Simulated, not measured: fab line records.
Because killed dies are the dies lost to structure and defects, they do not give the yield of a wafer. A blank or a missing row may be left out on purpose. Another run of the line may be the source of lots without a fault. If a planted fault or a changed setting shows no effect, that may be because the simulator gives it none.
A struck lot beside a sound one + flow gf180mcu + 13 steps out of a route of 602
Sound: these wafers, L116.1, L116.5, L116.6. Wafers struck: L131.1, L131.5, L131.6. Last of all comes the cause.
Each step with rows lists, per side, the tool, then ch with its chambers, then its first start. Under that, the readings that differ: sound wafers + struck wafers + difference of the means + sigmas: that difference in standard deviations of wafers without a fault.
alike: a reading whose means differ by less than 2 such deviations, as well as words and numbers matching on both sides. not compared: withheld readings; readings where some wafer has no value; bounds like >300 that might hide an equal value; numbers whose values overlap and for which the record gives no deviation.
A row with sigmas, a row that says differs or no value, or rows on one side alone: a step with any of these is where the two part. Non-overlapping numbers with no deviation appear without sigmas and do not part them. A reading that every wafer of one side lacks parts them only if that side has two wafers or more.

GF_SAB_OVL_MEAS_10:
  sound on overlay-01, day 18 02:01; struck on overlay-01, day 23 00:54
  alike: SAB_OVL
GF_SAB_ETCH_11: etches SiO2 in C4F8/O2/Ar, target depth 55 nm, time 8.5 s.
  sound on rie-diel-04 ch 2,3, day 18 02:02; struck on rie-diel-03 ch 0,2,3, day 23 00:56
  alike: oes-product-au
  not compared: rf-hours-counter-h
then, 1 step without rows for these wafers: GF_SAB_WET_ETCH_12 (etches SiO2 in dHF, target depth 22 nm, time 440 s).
GF_SAB_STRIP_13: strips in O2/N2.
  sound on plasma-asher-03 ch 0,1, day 18 02:12; struck on plasma-asher-01 ch 0,1, day 23 01:07
  alike: drypump-motor-current-A, heater-power-w, oes-product-au, strip-time-to-endpoint-s
  not compared: rf-hours-counter-h
then, 2 steps without rows for these wafers: GF_SALICIDE_CLEAN_00 (cleans in SC1/SC2, time 150 s); GF_SALICIDE_WET_ETCH_01 (etches SiO2 in dHF, target depth 5 nm, time 100 s).
GF_SALICIDE_SPUTTER_02: material Co, target thk 10 nm, time 20 s.
  sound on pvd-sputter-02, day 18 02:23; struck on pvd-sputter-01, day 23 01:18
  alike: throttle-valve-pct
GF_SALICIDE_SPUTTER_03: material TiN, target thk 20 nm, time 16.7 s.
  sound on pvd-sputter-02, day 18 02:25; struck on pvd-sputter-01, day 23 01:19
  alike: throttle-valve-pct
GF_SALICIDE_RS_MEAS_04: uses a four-point probe to measure.
  sound on film-metro-02, day 18 02:26; struck on film-metro-02, day 23 01:21
  alike: SALICIDE_TIN_RS
GF_SALICIDE_THK_MEAS_05: measures by xrf.
  sound on film-metro-02, day 18 02:34; struck on film-metro-02, day 23 01:28
  alike: SALICIDE_TIN_THK
GF_SALICIDE_RTA_06: time 30 s.
  sound on rtp-anneal-02 ch 0, day 18 02:37; struck on rtp-anneal-02 ch 0, day 23 01:32
  alike: anneal-temp-c-max, chamber-o2-ppm, wafer_temp_C_max
then, 1 step without rows for these wafers: GF_SALICIDE_WET_ETCH_07 (etches the open film in SPM, target depth 120 nm).
GF_SALICIDE_RTA_08: time 30 s.
  sound on rtp-anneal-01 ch 0, day 18 02:49; struck on rtp-anneal-01, day 23 01:44
  no value came back on the struck wafers for any of 5 readings (anneal-temp-c-max, chamber-o2-ppm and others); on the sound wafers anneal-temp-c-max reads 804.2 805.3 803.3

WHERE THEY PART
At GF_SALICIDE_RTA_08 and nowhere else, as far as this record goes.

WHY: the cause the simulator had injected
Skipped step whole: rtp-anneal-01, from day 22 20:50 on, at GF_SALICIDE_RTA_08. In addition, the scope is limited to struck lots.
